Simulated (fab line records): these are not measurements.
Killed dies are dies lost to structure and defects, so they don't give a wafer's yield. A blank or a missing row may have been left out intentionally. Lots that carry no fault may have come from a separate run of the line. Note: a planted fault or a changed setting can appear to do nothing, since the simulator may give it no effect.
Check of tool commonality -- flow gf180mcu -- Lots sampled 12, wafers sampled 36

== WHY THIS WAS OPENED ==
At GF_HV_LDD_TW_MEAS_23 the reading HV_LDD_2_TW is flagged on 3 of 12 lots. No-fault wafers: 1044, standard deviation 8.9.
Rule: a lot gets a flag if all its wafers with a number sit over 4 standard deviations from that mean, or if no wafer of it has a number. As for the other lots, they are considered sound.

lot,measured,on,"HV_LDD_2_TW, wafer by wafer",flag
L682,day 11 11:19,film_metro-01,1034 1042 1040,
L683,day 11 22:39,film_metro-01,1046 1033 1046,
L684,day 12 03:47,film_metro-02,1030 1035 1043,
L687,day 13 05:57,film_metro-03,1047 1052 1050,
L690,day 13 19:28,film_metro-01,2406 2397 2405,FLAGGED
L691,day 14 05:48,film_metro-01,2396 2413 2402,FLAGGED
L692,day 14 14:31,film_metro-02,2404 2400 2402,FLAGGED
L693,day 14 21:46,film_metro-01,1026 1033 1032,
L696,day 15 22:19,film_metro-02,1046 1049 1042,
L698,day 16 15:27,film_metro-02,1049 1057 1050,
L699,day 16 19:15,film_metro-02,1060 1056 1058,
L702,day 17 17:41,film_metro-02,1055 1057 1056,
Flagged lots average 2403: +1359 relative to the usual, that is +99 or more standard deviations.

== LOT BY LOT: THE TOOL USED ==
2 process steps preceding the reading are held in the record, out of 602 steps in the route. In each cell: the tool, then ch and the chambers that the sampled wafers went through, then the start.
lot,flag,GF_POLY_GATE_ETCH_12,GF_HV_LDD_COAT_02
L682,,"rie_diel-04 ch 1,2,3, day 9 20:09","litho_track-02 ch 0, day 10 07:16"
L683,,"rie_diel-02 ch 2,3, day 10 08:01","litho_track-02 ch 0, day 10 18:13"
L684,,"rie_diel-01 ch 0,1,2, day 10 13:32","litho_track-02 ch 0, day 10 23:41"
L687,,"rie_diel-04 ch 2,3, day 11 12:25","litho_track-03 ch 0, day 11 23:08"
L690,FLAGGED,"rie_diel-01 ch 0,1, day 12 01:04","litho_track-03, day 12 13:14"
L691,FLAGGED,"rie_diel-04 ch 0,3, day 12 11:40","litho_track-02, day 12 22:40"
L692,FLAGGED,"rie_diel-04 ch 1,2, day 12 19:31","litho_track-02, day 13 07:07"
L693,,"rie_diel-01 ch 0,1,3, day 13 01:28","litho_track-04 ch 0, day 13 13:36"
L696,,"rie_diel-04 ch 1,3, day 14 00:17","litho_track-03 ch 0, day 14 13:26"
L698,,"rie_diel-01 ch 0,3, day 14 14:11","litho_track-02 ch 0, day 15 05:07"
L699,,"rie_diel-01 ch 0,2, day 14 20:49","litho_track-03 ch 0, day 15 09:08"
L702,,"rie_diel-02 ch 0,1,2, day 15 18:41","litho_track-04 ch 0, day 16 06:45"
What is done by these steps:
- GF_POLY_GATE_ETCH_12: etches BARC in N2/H2.
- GF_HV_LDD_COAT_02: resist thk 1000 nm.
- GF_HV_LDD_TW_MEAS_23

== FLAGGED AGAINST TOTAL, ONE TOOL AT A TIME (gauges that did the reading follow at the end) ==
step,tool,lots run,flagged,share of the flagged lots,sound lots run after its first flagged lot
GF_POLY_GATE_ETCH_12,rie_diel-01,5,1,some,"3 (L693,L698,L699)"
GF_POLY_GATE_ETCH_12,rie_diel-02,2,0,none,-
GF_POLY_GATE_ETCH_12,rie_diel-04,5,2,some,1 (L696)
GF_HV_LDD_COAT_02,litho_track-02,6,2,some,1 (L698)
GF_HV_LDD_COAT_02,litho_track-03,4,1,some,"2 (L696,L699)"
GF_HV_LDD_COAT_02,litho_track-04,2,0,none,-
GF_HV_LDD_TW_MEAS_23,film_metro-01,5,2,some,1 (L693)
GF_HV_LDD_TW_MEAS_23,film_metro-02,6,1,some,"4 (L696,L698,L699,L702)"
GF_HV_LDD_TW_MEAS_23,film_metro-03,1,0,none,-

== WHAT THE TABLE PERMITS ==
No row of the table ran every flagged lot.

== WHAT WAS PUT IN BY THE SIMULATOR ==
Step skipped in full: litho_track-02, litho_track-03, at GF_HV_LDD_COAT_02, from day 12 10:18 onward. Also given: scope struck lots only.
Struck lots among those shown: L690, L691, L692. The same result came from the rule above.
